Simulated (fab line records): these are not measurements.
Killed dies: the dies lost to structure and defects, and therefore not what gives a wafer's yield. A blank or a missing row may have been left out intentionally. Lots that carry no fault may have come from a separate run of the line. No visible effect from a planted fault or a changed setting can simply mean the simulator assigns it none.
fab line records	flow sky130
record: lots: 6	wafers: 18	lastDay: 49
route steps=708 shown SONOS_ONO@171 GATE_OXIDE@187 POLY_GATE@204 RES_PROTECT@206 SALICIDE@361 PAD_OPEN@708
lots with no fault: from the same line, run without faults
startH: hours from the record's first day to the start of the lot's first wafer shown	waitH: hours since the lot's step before	" the same as in the row above	L1.1+2: several wafers, shown together as one row	- no value present, or no start provided	* or withheld: withheld	< > ~ a bound
route shown NAME@n: NAME is a module with steps in the file, n the number in the route of the first one	usual: mean and standard deviation over wafers with no fault	same: alike in all rows	chamber/n: place in a boat	sites: readings site by site	_std_site: standard deviation across them	_edge_site: outer sites' mean less inner sites'	radiusMm: how far each site lies from the wafer's centre	mask NAME#n: copy n	behind: the tool/chamber that last shaped the wafer	hold: why the lot went on hold/how many hours it stayed there/how the hold came to an end	device: which transistor (n, p or np) failed to switch	end of line: the same wafers' tests at the end of the route	a step given without rows: its recipe and nothing more	killed: not the wafer's yield, but the dies lost to structure and defects at the first sort	map: shows each die of a wafer: x if killed, . if not, _ if none is there
set.NAME: setting as actually run; set.NAME@STEP: the setting as run at that earlier step	model.NAME: the simulator's own value behind a step, which no gauge read
lots at selected steps of the route; one table per step, one row per wafer
services: a tool's chamber out of use, with start hour (startH, from the record's first day; less than 0 if before it), hours out, and reason
== steps ==
step: SKY_SONOS_ONO_THK_MEAS_03
recipe: reads: Si3N4_of_SONOS_ONO_CVD_02
usual: SONOS_ONO_CVD_02_THK: 10.55/0.13
lot.wafer	tool	chamber	startH	waitH	SONOS_ONO_CVD_02_THK[nm]
L391.2	filmMetro-03	-	252.57	0.0	10.51
L391.3	"	-	"	"	10.61
L391.4	"	-	"	"	10.54
L395.3	filmMetro-03	-	285.85	0.0	10.26
L395.4	"	-	"	"	10.22
L395.5	"	-	"	"	10.14
L396.1	filmMetro-03	-	295.19	0.0	10.60
L396.4	"	-	"	"	10.65
L396.5	"	-	"	"	10.58
L405.1	filmMetro-03	-	367.72	0.0	10.70
L405.3	"	-	"	"	10.57
L405.6	"	-	"	"	10.74
L406.2	filmMetro-02	-	373.24	0.0	10.55
L406.4	"	-	"	"	10.59
L406.6	"	-	"	"	10.43
L409.1	filmMetro-03	-	399.65	0.0	10.45
L409.3	"	-	"	"	10.52
L409.4	"	-	"	"	10.58
step: SKY_SONOS_ONO_CVD_04
recipe: material: SiO2	precursor: SiH4/N2O	targetThkNm: 5.7199	tempC: 900	pressureMtorr: 400
step: SKY_SONOS_ONO_THK_MEAS_05
recipe: reads: SiO2_of_SONOS_ONO_CVD_04
usual: SONOS_ONO_CVD_04_THK: 5.40/0.11
lot.wafer	tool	chamber	startH	waitH	SONOS_ONO_CVD_04_THK[nm]
L391.2	filmMetro-02	-	254.50	0.0	5.35
L391.3	"	-	"	"	5.45
L391.4	"	-	"	"	5.41
L395.3	filmMetro-01	-	287.16	0.0	5.38
L395.4	"	-	"	"	5.31
L395.5	"	-	"	"	5.27
L396.1	filmMetro-03	-	296.50	0.0	5.46
L396.4	"	-	"	"	5.25
L396.5	"	-	"	"	5.32
L405.1	filmMetro-02	-	369.03	0.0	5.47
L405.3	"	-	"	"	5.34
L405.6	"	-	"	"	5.36
L406.2	filmMetro-02	-	374.55	0.0	5.46
L406.4	"	-	"	"	5.43
L406.6	"	-	"	"	5.44
L409.1	filmMetro-03	-	400.96	0.0	5.53
L409.3	"	-	"	"	5.48
L409.4	"	-	"	"	5.59
step: SKY_SONOS_ONO_DEHYDRATE_06
recipe: tempC: 200	timeS: 60
step: SKY_SONOS_ONO_HMDS_07
recipe: primeTimeS: 60	primeTempC: 120
step: SKY_SONOS_ONO_COAT_08
recipe: resist: NOVOLAK	spinRpm: 3000	resistThkNm: 1140
step: SKY_SONOS_ONO_SOFTBAKE_09
recipe: tempC: 90	timeS: 60	resist: NOVOLAK
step: SKY_SONOS_ONO_EXPOSE_10
recipe: maskId: ONOM	targetCdNm: 410	na: 0.6	sourceShape: conventional	sigmaOuter: 0.6	doseMj: 150
step: SKY_SONOS_ONO_PEB_11
recipe: tempC: withheld	timeS: *	resist: NOVOLAK
step: SKY_SONOS_ONO_DEVELOP_12
recipe: developTimeS: 60	devTempC: 23
step: SKY_SONOS_ONO_CD_MEAS_13
recipe: targetCdNm: 410
usual: cdNm: 410.0/2.1
lot.wafer	tool	chamber	startH	waitH	cdNm
L391.2	cdSem-02	-	277.83	0.1	406.0
L391.3	"	-	"	"	407.6
L391.4	"	-	"	"	409.6
L395.3	cdSem-02	-	310.65	0.1	412.2
L395.4	"	-	"	"	413.4
L395.5	"	-	"	"	411.9
L396.1	cdSem-01	-	321.82	0.1	408.3
L396.4	"	-	"	"	412.5
L396.5	"	-	"	"	407.9
L405.1	cdSem-02	-	397.71	0.1	412.1
L405.3	"	-	"	"	412.2
L405.6	"	-	"	"	411.8
L406.2	cdSem-01	-	403.25	0.2	412.0
L406.4	"	-	"	"	413.5
L406.6	"	-	"	"	413.2
L409.1	cdSem-01	-	430.12	0.1	407.0
L409.3	"	-	"	"	409.6
L409.4	"	-	"	"	406.4
step: SKY_SONOS_ONO_OVL_MEAS_14
usual: SONOS_ONO_OVL: 0.7/1.4
lot.wafer	tool	chamber	startH	waitH	SONOS_ONO_OVL[nm]
L391.2	overlay-01	-	277.94	0.1	-0.7
L391.3	"	-	"	"	0.8
L391.4	"	-	"	"	-2.8
L395.3	overlay-02	-	310.74	0.1	1.2
L395.4	"	-	"	"	1.4
L395.5	"	-	"	"	-1.2
L396.1	overlay-02	-	321.94	0.1	-1.2
L396.4	"	-	"	"	0.8
L396.5	"	-	"	"	-0.8
L405.1	overlay-02	-	397.83	0.1	1.7
L405.3	"	-	"	"	1.0
L405.6	"	-	"	"	0.7
L406.2	overlay-02	-	403.36	0.1	2.4
L406.4	"	-	"	"	3.1
L406.6	"	-	"	"	0.6
L409.1	overlay-02	-	430.24	0.1	1.6
L409.3	"	-	"	"	-1.4
L409.4	"	-	"	"	-0.8
step: SKY_SONOS_ONO_ETCH_15
recipe: targetDepthNm: 19.52	chemistry: CHF3/O2	sourceW: 600	biasW: 200	pressureMtorr: 40	chf3FlowSccm: 50	O2_flow_sccm: 5	timeS: 7.8
usual: O2_flow_sccm: 4.998/0.015	biasW: 200.1/0.59	drypumpMotorCurrentA: 5.8/0.43	oesProductAu: 1.000/0.0099	throttleValvePct: 8.825/0.0092
lot.wafer	tool	chamber	startH	waitH	O2_flow_sccm	biasW	drypumpMotorCurrentA	oesProductAu	rfHoursCounterH	throttleValvePct	model.NOVOLAK_of_SONOS_ONO_COAT_08.thkNm	model.SiO2_of_FIELD_ISO_CVD_24.thkNm	model.SiO2_of_NWELL_OXIDATION_01.thkNm
L391.2	rieDiel-01	1	277.97	0.0	5.020	200.3	5.9	0.998	45	8.812	1120	399.4	5.38
L391.3	"	0	"	"	4.994	201.0	5.8	1.003	0	8.832	1122	399.8	5.105
L391.4	"	3	"	"	4.981	200.3	4.8	1.019	4	8.838	1122	399.2	5.179
L395.3	rieDiel-03	2	310.77	0.0	-	-	-	-	-	-	1145	401.8	8.58
L395.4	"	0	"	"	-	-	-	-	-	-	1145	402.8	8.52
L395.5	"	1	"	"	-	-	-	-	-	-	1141	403.5	8.522
L396.1	rieDiel-03	2	321.98	0.0	-	-	-	-	-	-	1148	401.3	8.777
L396.4	"	0	"	"	-	-	-	-	-	-	1150	401.9	8.622
L396.5	"	1	"	"	-	-	-	-	-	-	1147	401.3	8.733
L405.1	rieDiel-01	1	397.86	0.0	4.996	200.4	5.8	1.002	47	8.840	1123	400.1	5.317
L405.3	"	2	"	"	4.984	199.6	5.3	1.004	36	8.826	1124	398.6	5.356
L405.6	"	3	"	"	5.020	200.7	4.8	1.020	-	8.826	1123	400.5	5.231
L406.2	rieDiel-01	1	403.39	0.0	4.982	199.5	5.8	1.009	47	8.812	1121	398.5	5.405
L406.4	"	2	"	"	4.994	199.4	5.3	1.008	-	8.835	1122	399.6	5.487
L406.6	"	3	"	"	4.990	200.8	4.8	1.012	-	8.829	1119	400	5.577
L409.1	rieDiel-03	3	430.28	0.0	5.024	198.9	6.4	0.996	88	8.829	1122	396.2	5.37
L409.3	"	1	"	"	4.984	200.6	5.8	1.014	37	8.817	1129	398.3	5.317
L409.4	"	0	"	"	4.965	199.8	5.8	0.991	0	8.821	1127	396.5	5.496
step: SKY_SONOS_ONO_WET_ETCH_16
recipe: chemistry: dHF	targetDepthNm: 14	dry: n2Spin	target: SiO2	dilution: 100:1	tempC: 25	timeS: 280
step: SKY_SONOS_ONO_STRIP_17
recipe: chemistry: O2/N2	powerW: 1400	pressureMtorr: 1500	platenTempC: withheld	o2FlowSccm: 3000	n2FlowSccm: 300	overashFraction: 0.5
usual: drypumpMotorCurrentA: 5.6/0.49	oesProductAu: 0.710/0.0047	stripTimeToEndpointS: 14.11/0.04
lot.wafer	tool	chamber	startH	waitH	drypumpMotorCurrentA	oesProductAu	rfHoursCounterH	stripTimeToEndpointS
L391.2	plasmaAsher-04	1	278.07	0.0	5.6	0.712	60	14.06
L391.3	"	0	"	"	5.0	0.710	-	14.08
L391.4	"	1	"	"	5.6	0.711	-	14.09
L395.3	plasmaAsher-02	0	310.91	0.0	5.2	0.717	-	14.23
L395.4	"	1	"	"	6.4	0.719	-	14.24
L395.5	"	1	"	"	6.5	0.712	-	14.19
L396.1	plasmaAsher-04	1	322.08	0.0	5.6	0.717	64	14.27
L396.4	"	1	"	"	5.6	0.709	-	14.28
L396.5	"	1	"	"	5.6	0.713	-	14.26
L405.1	plasmaAsher-02	1	397.97	0.0	6.5	0.709	73	14.07
L405.3	"	0	"	"	5.2	0.720	-	14.11
L405.6	"	0	"	"	5.2	0.710	-	14.09
L406.2	plasmaAsher-04	1	403.49	0.0	5.6	0.708	73	14.07
L406.4	"	1	"	"	5.6	0.713	-	14.07
L406.6	"	0	"	"	5.0	0.704	-	14.04
L409.1	plasmaAsher-02	0	430.38	0.0	5.2	0.715	76	14.08
L409.3	"	1	"	"	6.5	0.711	-	14.15
L409.4	"	0	"	"	5.2	0.707	-	14.13
step: SKY_SONOS_ONO_WET_ETCH_18
recipe: chemistry: H3PO4	targetDepthNm: 15	target: Si3N4	tempC: 160	timeS: 172
step: SKY_GATE_OXIDE_CLEAN_00
recipe: chemistry: SC1/SC2	mix: 1:4:20	tempC: 70	timeS: 150	dry: n2Spin
step: SKY_GATE_OXIDE_OXIDATION_01
recipe: tempC: 900	ambient: O2	stabiliseS: 600	purgeS: 300	targetThkA: 102.68	oxTimeS: 1473
step: SKY_GATE_OXIDE_THK_MEAS_02
recipe: reads: SiO2_of_GATE_OXIDE_OXIDATION_01
usual: GATE_OXIDE_OXIDATION_00_THK: 10.29/0.2
lot.wafer	tool	chamber	startH	waitH	GATE_OXIDE_OXIDATION_00_THK[nm]
L391.2	filmMetro-03	-	279.70	0.0	10.36
L391.3	"	-	"	"	10.35
L391.4	"	-	"	"	10.07
L395.3	filmMetro-03	-	314.26	0.0	10.45
L395.4	"	-	"	"	10.64
L395.5	"	-	"	"	10.43
L396.1	filmMetro-03	-	323.71	0.0	10.23
L396.4	"	-	"	"	10.19
L396.5	"	-	"	"	10.36
L405.1	filmMetro-01	-	399.60	0.0	10.44
L405.3	"	-	"	"	10.51
L405.6	"	-	"	"	10.46
L406.2	filmMetro-04	-	405.12	0.0	9.97
L406.4	"	-	"	"	10.03
L406.6	"	-	"	"	9.97
L409.1	filmMetro-01	-	433.94	0.0	10.36
L409.3	"	-	"	"	10.49
L409.4	"	-	"	"	10.28
step: SKY_GATE_OXIDE_DEHYDRATE_03
recipe: tempC: 200	timeS: 60
step: SKY_GATE_OXIDE_HMDS_04
recipe: primeTimeS: 60	primeTempC: 120
step: SKY_GATE_OXIDE_COAT_05
recipe: resist: NOVOLAK	spinRpm: 3000	resistThkNm: 1140
step: SKY_GATE_OXIDE_SOFTBAKE_06
recipe: tempC: 90	timeS: 60	resist: NOVOLAK
step: SKY_GATE_OXIDE_EXPOSE_07
recipe: maskId: LVOM	na: 0.6	sourceShape: conventional	sigmaOuter: 0.6	polarization: unpolarized	targetCdNm: 600	doseMj: 170
step: SKY_GATE_OXIDE_PEB_08
recipe: tempC: withheld	timeS: *	resist: NOVOLAK
step: SKY_GATE_OXIDE_DEVELOP_09
recipe: resist: NOVOLAK	developer: TMAH	developTimeS: 60	devTempC: 23
step: SKY_GATE_OXIDE_OVL_MEAS_10
usual: GATE_OXIDE_OVL: -0.2/1.2
lot.wafer	tool	chamber	startH	waitH	GATE_OXIDE_OVL[nm]
L391.2	overlay-02	-	303.87	0.1	-2.6
L391.3	"	-	"	"	-0.1
L391.4	"	-	"	"	2.1
L395.3	overlay-01	-	340.78	0.1	-0.6
L395.4	"	-	"	"	-0.4
L395.5	"	-	"	"	-0.7
L396.1	overlay-02	-	350.42	0.1	1.0
L396.4	"	-	"	"	-0.8
L396.5	"	-	"	"	-1.8
L405.1	overlay-02	-	429.51	0.1	0.4
L405.3	"	-	"	"	0.8
L405.6	"	-	"	"	-1.8
L406.2	overlay-01	-	435.26	0.1	-1.0
L406.4	"	-	"	"	-0.5
L406.6	"	-	"	"	0.1
L409.1	overlay-02	-	466.76	0.1	-0.2
L409.3	"	-	"	"	2.0
L409.4	"	-	"	"	-0.2
step: SKY_GATE_OXIDE_IMPLANT_11
recipe: species: B	energyKev: 10	doseCm2: 2.644e+12	tiltDeg: withheld
step: SKY_GATE_OXIDE_WET_ETCH_12
recipe: chemistry: dHF	targetDepthNm: 16.8	dry: n2Spin	target: SiO2	dilution: 100:1	tempC: 25	timeS: 336
step: SKY_GATE_OXIDE_STRIP_13
recipe: chemistry: O2/N2	powerW: 1400	pressureMtorr: 1500	platenTempC: withheld	o2FlowSccm: 3000	n2FlowSccm: 300	overashFraction: 0.5
usual: drypumpMotorCurrentA: 5.6/0.53	oesProductAu: 0.716/0.0047	stripTimeToEndpointS: 14.18/0.039
lot.wafer	tool	chamber	startH	waitH	drypumpMotorCurrentA	oesProductAu	rfHoursCounterH	stripTimeToEndpointS
L391.2	plasmaAsher-04	1	304.15	0.0	5.6	0.718	62	14.16
L391.3	"	0	"	"	5.0	0.715	-	14.15
L391.4	"	1	"	"	5.6	0.718	-	14.20
L395.3	plasmaAsher-04	0	341.09	0.0	5.0	0.711	-	14.18
L395.4	"	1	"	"	5.6	0.715	-	14.21
L395.5	"	1	"	"	5.6	0.717	-	14.21
L396.1	plasmaAsher-04	0	350.72	0.0	5.0	0.714	67	14.25
L396.4	"	0	"	"	5.0	0.713	-	14.22
L396.5	"	0	"	"	5.0	0.713	-	14.24
L405.1	plasmaAsher-02	0	429.80	0.0	5.2	0.721	76	14.17
L405.3	"	1	"	"	6.5	0.716	-	14.12
L405.6	"	1	"	"	6.5	0.711	-	14.13
L406.2	plasmaAsher-04	1	435.55	0.0	5.6	0.721	0	14.19
L406.4	"	1	"	"	5.6	0.718	-	14.23
L406.6	"	1	"	"	5.6	0.721	-	14.17
L409.1	plasmaAsher-02	0	467.05	0.0	5.2	0.720	80	14.10
L409.3	"	1	"	"	6.5	0.728	-	14.16
L409.4	"	0	"	"	5.2	0.712	-	14.12
step: SKY_GATE_OXIDE_TW_MEAS_14
usual: GATE_OXIDE_TW: 226.4/1.8
lot.wafer	tool	chamber	startH	waitH	GATE_OXIDE_TW
L391.2	filmMetro-04	-	304.26	0.1	227.8
L391.3	"	-	"	"	227.3
L391.4	"	-	"	"	229.2
L395.3	filmMetro-01	-	341.22	0.1	224.5
L395.4	"	-	"	"	224.1
L395.5	"	-	"	"	223.9
L396.1	filmMetro-03	-	350.82	0.1	225.2
L396.4	"	-	"	"	225.4
L396.5	"	-	"	"	225.2
L405.1	filmMetro-04	-	429.90	0.1	229.1
L405.3	"	-	"	"	227.9
L405.6	"	-	"	"	227.7
L406.2	filmMetro-04	-	435.66	0.1	229.5
L406.4	"	-	"	"	229.3
L406.6	"	-	"	"	229.7
L409.1	filmMetro-04	-	467.15	0.1	228.3
L409.3	"	-	"	"	228.5
L409.4	"	-	"	"	230.3
step: SKY_GATE_OXIDE_CLEAN_15
recipe: chemistry: SC1/SC2	mix: 1:4:20	tempC: 70	timeS: 150	dry: n2Spin
step: SKY_GATE_OXIDE_OXIDATION_16
recipe: tempC: 800	ambient: O2	idleTempC: 700	rampUpCPerMin: 10	rampDownCPerMin: 3	stabiliseS: 600	purgeS: 300	targetThkA: 35.7	oxTimeS: 1915
step: SKY_POLY_GATE_CVD_00
recipe: material: poly-Si	targetThkNm: 180	tempC: 620	timeS: 720	pressureMtorr: 200
step: SKY_POLY_GATE_THK_MEAS_01
recipe: reads: poly-Si_of_POLY_GATE_CVD_00
usual: POLY_GATE_CVD_00_THK: 180.0/1.7
lot.wafer	tool	chamber	startH	waitH	POLY_GATE_CVD_00_THK[nm]
L391.2	filmMetro-04	-	307.10	0.0	181.7
L391.3	"	-	"	"	181.1
L391.4	"	-	"	"	181.2
L395.3	filmMetro-04	-	346.24	0.0	181.2
L395.4	"	-	"	"	182.5
L395.5	"	-	"	"	181.5
L396.1	filmMetro-04	-	355.76	0.0	177.6
L396.4	"	-	"	"	178.3
L396.5	"	-	"	"	177.6
L405.1	filmMetro-02	-	432.74	0.0	180.0
L405.3	"	-	"	"	179.8
L405.6	"	-	"	"	178.8
L406.2	filmMetro-02	-	438.50	0.0	183.2
L406.4	"	-	"	"	183.4
L406.6	"	-	"	"	182.5
L409.1	filmMetro-02	-	471.37	0.0	180.4
L409.3	"	-	"	"	180.2
L409.4	"	-	"	"	180.0
step: SKY_RES_PROTECT_DEHYDRATE_00
recipe: tempC: 200	timeS: 60
step: SKY_RES_PROTECT_HMDS_01
recipe: primeTimeS: 60	primeTempC: 120
step: SKY_RES_PROTECT_COAT_02
recipe: resist: NOVOLAK	spinRpm: 3000	resistThkNm: 1140
step: SKY_RES_PROTECT_SOFTBAKE_03
recipe: tempC: 90	timeS: 60	resist: NOVOLAK
step: SKY_RES_PROTECT_EXPOSE_04
recipe: maskId: RPM	na: 0.6	sourceShape: conventional	sigmaOuter: 0.6	polarization: unpolarized	targetCdNm: 1270	doseMj: 131
step: SKY_RES_PROTECT_PEB_05
recipe: tempC: withheld	timeS: *	resist: NOVOLAK
step: SKY_RES_PROTECT_DEVELOP_06
recipe: resist: NOVOLAK	developer: TMAH	developTimeS: 60	devTempC: 23
step: SKY_SALICIDE_CLEAN_00
recipe: chemistry: HF-last	timeS: 30	dilution: 100:1	dry: ipaMarangoni
lot.wafer	tool	chamber	startH	waitH	model.SiO2_of_FIELD_ISO_CVD_24.thkNm
L391.2	wetBench-04	0	637.91	0.1	358.9
L391.3	"	0	"	"	359.4
L391.4	"	0	"	"	358.7
L396.1+5	wetBench-04	1	694.44	0.1	360.4
L396.4	"	1	"	"	360.9
L395.3	wetBench-02	2	695.54	0.1	360.9
L395.4	"	2	"	"	361.9
L395.5	"	2	"	"	362.8
L405.1	wetBench-02	1	759.90	0.1	359.6
L405.3	"	1	"	"	357.9
L405.6	"	1	"	"	359.8
L406.2	wetBench-03	1	763.59	0.1	357.8
L406.4	"	1	"	"	358.8
L406.6	"	1	"	"	359.5
L409.1	wetBench-04	2	792.52	0.1	356.1
L409.3	"	2	"	"	358.2
L409.4	"	2	"	"	356.3
step: SKY_PAD_OPEN_PROBE_99
usual: killed_at_M0_to_M3: 44/6.6	killed_at_M4_up: 3.0/2	killedAtContacts: 24/5.1	killedAtFrontEnd: 15/4.1	killedAtOther: 0.4/0.62	killedDies: 86/9.3	killedOpen: 46/6.8	killedShort: 40/5.8
same: grossDies: 492	killedAtBackSide: 0
lot.wafer	tool	chamber	startH	waitH	killed_at_M0_to_M3	killed_at_M4_up	killedAtContacts	killedAtFrontEnd	killedAtOther	killedDies	killedOpen	killedShort	model.etest.nfet_16v.rOnOhmUm	model.etest.pfet_16v.rOnOhmUm	model.etest.pfetG5v0d10v5.rOnOhmUm	model.etest.nfetG5v0d10v5.rOnOhmUm	model.etest.nfetG5v0d10v5.driveUaUm	model.etest.tipSonos.rsOhmSq	model.etest.nfet_05v0_nvt.driveUaUm	model.etest.nfet_16v.driveUaUm
L391.2	prober-01	-	1071.38	0.1	37	5	18	14	2	76	36	40	1.447e+04	1.501e+04	4678	1885	592.9	2691	572.5	216.3
L391.3	prober-01	-	1071.43	0.2	40	3	31	12	0	86	50	36	1.457e+04	1.524e+04	4722	1880	598.8	2670	569.5	217
L391.4	prober-01	-	1071.48	0.2	45	5	20	13	1	84	40	44	1.442e+04	1.494e+04	4723	1885	609.5	2643	575.4	218.8
L396.1	prober-01	-	1107.78	0.1	41	1	15	17	1	75	39	36	1.766e+04	1.621e+04	5408	2474	397.4	2830	423	133.4
L396.4	prober-01	-	1107.93	0.2	49	3	17	11	0	80	42	38	1.76e+04	1.61e+04	5353	2424	402.4	2777	429	135.6
L396.5	prober-01	-	1107.98	0.2	42	3	23	11	0	79	42	37	1.765e+04	1.599e+04	5337	2425	401	2822	426.6	133.5
L395.3	prober-02	-	1111.23	0.2	33	1	19	15	0	68	36	32	1.776e+04	1.596e+04	5395	2486	395.9	2975	425.2	133.7
L395.4	prober-02	-	1111.28	0.2	36	1	31	15	0	83	47	36	1.785e+04	1.647e+04	5421	2476	394.3	2998	420.8	132.7
L395.5	prober-02	-	1111.33	0.2	43	2	21	18	1	85	40	45	1.768e+04	1.624e+04	5353	2434	395.9	2964	424.2	133.6
L405.1	prober-02	-	1154.64	0.1	38	5	24	15	0	82	47	35	1.414e+04	1.489e+04	4765	1895	599	2733	568.2	220.6
L405.3	prober-02	-	1154.74	0.2	47	4	19	16	2	88	50	38	1.427e+04	1.509e+04	4810	1914	595	2728	562.6	215.6
L405.6	prober-02	-	1154.89	0.2	33	3	19	14	1	70	40	30	1.424e+04	1.517e+04	4788	1921	599.6	2726	563	218
L406.2	prober-01	-	1159.92	0.1	42	8	22	9	0	81	36	45	1.387e+04	1.511e+04	4695	1847	616.9	2661	584.6	228.4
L406.4	prober-01	-	1160.02	0.2	36	1	17	18	0	72	42	30	1.395e+04	1.543e+04	4670	1851	615.6	2675	585.4	228.8
L406.6	prober-01	-	1160.12	0.2	33	4	35	10	0	82	42	40	1.382e+04	1.505e+04	4698	1867	621.4	2661	583.7	228.7
L409.1	prober-02	-	1178.86	0.1	45	5	29	18	0	97	51	46	1.414e+04	1.483e+04	4701	1871	608.6	2698	578.2	222.4
L409.3	prober-02	-	1178.96	0.2	53	0	19	10	0	82	47	35	1.431e+04	1.501e+04	4746	1888	597.3	2716	571.1	217.5
L409.4	prober-02	-	1179.01	0.2	39	6	22	12	0	79	47	32	1.423e+04	1.501e+04	4731	1892	601.8	2699	575.1	221.8
killed by level:class
L391.2 METAL2:geometricParticle:short=11 FIELD_ISO:geometricParticle:short=7 LI_CONTACT:geometricParticle:open=7 VIA1:geometricParticle:open=6 VIA2:geometricParticle:open=6 FIELD_ISO:geometricParticle:open=5 CONTACT:geometricParticle:short=5 VIA3:geometricParticle:open=4
L391.3 VIA1:geometricParticle:open=11 LI_CONTACT:geometricParticle:open=9 CONTACT:geometricParticle:open=8 METAL2:geometricParticle:short=7 VIA2:geometricParticle:open=6 POLY_GATE:geometricParticle:open=5 CONTACT:geometricParticle:short=5 LI_CONTACT:geometricParticle:short=4
L391.4 METAL2:geometricParticle:short=9 CONTACT:geometricParticle:open=8 VIA1:geometricParticle:open=8 METAL1:geometricParticle:short=6 FIELD_ISO:geometricParticle:open=5 VIA2:geometricParticle:open=5 VIA3:geometricParticle:open=5 LOCAL_INTERCONNECT:geometricParticle:short=4
L396.1 VIA2:geometricParticle:open=8 FIELD_ISO:geometricParticle:short=7 VIA1:geometricParticle:open=7 VIA3:geometricParticle:open=7 CONTACT:geometricParticle:open=6 METAL1:geometricParticle:short=6 CONTACT:geometricParticle:short=5 VIA1:geometricParticle:short=4
L396.4 VIA2:geometricParticle:open=11 METAL2:geometricParticle:short=7 VIA3:geometricParticle:open=6 LI_CONTACT:geometricParticle:open=5 VIA1:geometricParticle:open=5 LOCAL_INTERCONNECT:geometricParticle:short=4 CONTACT:geometricParticle:open=4 METAL1:geometricParticle:short=4
L396.5 CONTACT:geometricParticle:open=12 VIA3:geometricParticle:open=7 VIA2:geometricParticle:open=6 METAL2:geometricParticle:short=5 VIA1:geometricParticle:open=5 METAL3:geometricParticle:short=5 LI_CONTACT:geometricParticle:open=4 CONTACT:geometricParticle:short=4
L395.3 VIA2:geometricParticle:open=7 CONTACT:geometricParticle:open=6 FIELD_ISO:geometricParticle:short=5 LI_CONTACT:geometricParticle:open=5 VIA1:geometricParticle:open=5 METAL2:geometricParticle:short=5 FIELD_ISO:geometricParticle:open=4 POLY_GATE:geometricParticle:short=4
L395.4 VIA1:geometricParticle:open=10 LI_CONTACT:geometricParticle:open=9 CONTACT:geometricParticle:open=9 VIA2:geometricParticle:open=6 LOCAL_INTERCONNECT:geometricParticle:short=5 CONTACT:geometricParticle:short=5 METAL1:geometricParticle:short=5 FIELD_ISO:geometricParticle:short=4
L395.5 VIA1:geometricParticle:open=11 METAL1:geometricParticle:short=7 CONTACT:geometricParticle:open=7 METAL2:geometricParticle:short=6 LI_CONTACT:geometricParticle:open=6 FIELD_ISO:geometricParticle:short=5 POLY_GATE:geometricParticle:open=5 FIELD_ISO:geometricParticle:open=4
L405.1 VIA1:geometricParticle:open=12 CONTACT:geometricParticle:open=8 LI_CONTACT:geometricParticle:open=7 VIA3:geometricParticle:open=5 METAL4:geometricParticle:short=5 METAL2:geometricParticle:short=5 FIELD_ISO:geometricParticle:open=4 POLY_GATE:geometricParticle:short=4
L405.3 VIA1:geometricParticle:open=12 CONTACT:geometricParticle:open=10 VIA1:geometricParticle:short=8 VIA2:geometricParticle:open=6 FIELD_ISO:geometricParticle:open=4 VIA3:geometricParticle:short=4 METAL1:geometricParticle:short=4 METAL2:geometricParticle:short=4
L405.6 VIA1:geometricParticle:open=11 LI_CONTACT:geometricParticle:open=8 CONTACT:geometricParticle:open=5 VIA2:geometricParticle:short=5 FIELD_ISO:geometricParticle:short=4 FIELD_ISO:geometricParticle:open=4 METAL2:geometricParticle:short=4 POLY_GATE:geometricParticle:short=3
L406.2 VIA1:geometricParticle:open=8 VIA2:geometricParticle:open=8 METAL4:geometricParticle:short=7 CONTACT:geometricParticle:short=6 LI_CONTACT:geometricParticle:open=5 METAL1:geometricParticle:short=5 VIA3:geometricParticle:short=5 LI_CONTACT:geometricParticle:short=4
L406.4 FIELD_ISO:geometricParticle:open=8 VIA2:geometricParticle:open=8 CONTACT:geometricParticle:open=7 VIA3:geometricParticle:open=6 POLY_GATE:geometricParticle:short=5 VIA1:geometricParticle:short=4 VIA1:geometricParticle:open=4 VIA3:geometricParticle:short=4
L406.6 CONTACT:geometricParticle:short=11 CONTACT:geometricParticle:open=10 VIA2:geometricParticle:open=7 VIA3:geometricParticle:open=7 LI_CONTACT:geometricParticle:short=5 LI_CONTACT:geometricParticle:open=5 VIA1:geometricParticle:open=5 LOCAL_INTERCONNECT:geometricParticle:short=4
L409.1 CONTACT:geometricParticle:open=9 METAL2:geometricParticle:short=9 FIELD_ISO:geometricParticle:open=8 LI_CONTACT:geometricParticle:open=8 VIA2:geometricParticle:open=5 METAL1:geometricParticle:short=5 VIA1:geometricParticle:short=5 VIA3:geometricParticle:short=5
L409.3 METAL1:geometricParticle:short=11 VIA1:geometricParticle:open=9 CONTACT:geometricParticle:open=9 VIA2:geometricParticle:open=8 VIA1:geometricParticle:short=7 VIA3:geometricParticle:open=7 FIELD_ISO:geometricParticle:open=5 LOCAL_INTERCONNECT:geometricParticle:short=4
L409.4 CONTACT:geometricParticle:open=12 VIA1:geometricParticle:open=10 VIA2:geometricParticle:open=6 LOCAL_INTERCONNECT:geometricParticle:short=4 METAL1:geometricParticle:short=4 METAL2:geometricParticle:short=4 METAL4:geometricParticle:short=4 FIELD_ISO:geometricParticle:short=3
== services ==
tool	chamber	startH	hours	kind
plasmaAsher-04	-	257.71	4.8	repair
rieDiel-03	3	315.97	13.0	repair
rieDiel-03	-	322.65	2.8	pm
rieDiel-03	2	334.95	1.3	repair
wetBench-02	-	336.13	8.5	repair
rieDiel-01	3	349.71	3.2	repair
rieDiel-03	2	373.64	11.8	repair
rieDiel-01	0	398.28	7.0	repair
plasmaAsher-04	-	421.25	9.0	pm
plasmaAsher-04	-	425.27	5.1	repair
plasmaAsher-04	-	505.99	5.8	repair
rieDiel-01	-	510.72	0.4	repair
rieDiel-01	3	521.36	8.4	repair
rieDiel-01	0	524.97	7.3	repair
wetBench-04	-	599.60	3.8	repair
rieDiel-03	-	606.84	0.3	repair
plasmaAsher-02	-	654.79	5.7	repair
rieDiel-01	1	677.84	6.3	repair
plasmaAsher-02	-	733.75	9.0	pm
plasmaAsher-02	-	737.95	3.9	repair
plasmaAsher-02	-	741.57	0.5	repair
rieDiel-01	0	754.81	5.5	repair
rieDiel-01	2	769.16	7.5	repair
rieDiel-03	3	784.35	4.3	repair
== key ==
firstSign: step: SKY_SONOS_ONO_ETCH_15	reading: toolRecord	direction: missing
effect: step: SKY_SONOS_ONO_STRIP_17	reading: stripTimeToEndpointS	direction: up	sigmas: 3.3	usual: *	struck: *
modelEffect: step: SKY_SONOS_ONO_ETCH_15	value: NOVOLAK_of_SONOS_ONO_COAT_08.thkNm	without: 1130	struck: 1146
modelEffect: step: SKY_SALICIDE_CLEAN_00	value: SiO2_of_FIELD_ISO_CVD_24.thkNm	without: 357.9	struck: 361.2
modelEffect: step: SKY_PAD_OPEN_PROBE_99	value: etest.nfet_16v.rOnOhmUm	without: 1.408e+04	struck: 1.77e+04
metAt SKY_SONOS_ONO_ETCH_15
struckWafers L395.3,L395.4,L395.5,L396.1,L396.4,L396.5
testerLeftOut L395,L396
fault: kind: skippedStepWhole	tool: rieDiel-03	chamber: -	onsetH: 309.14	steps: SKY_SONOS_ONO_ETCH_15	scope: struckLotsOnly
testerLeftOut: of these lots the tester's yield and bins aren't shown, on N5 and GAA mostly nor the transistor test; their killed dies are dies lost to structure and defects alone, not to doping, threshold or leakage, so they don't give the yield
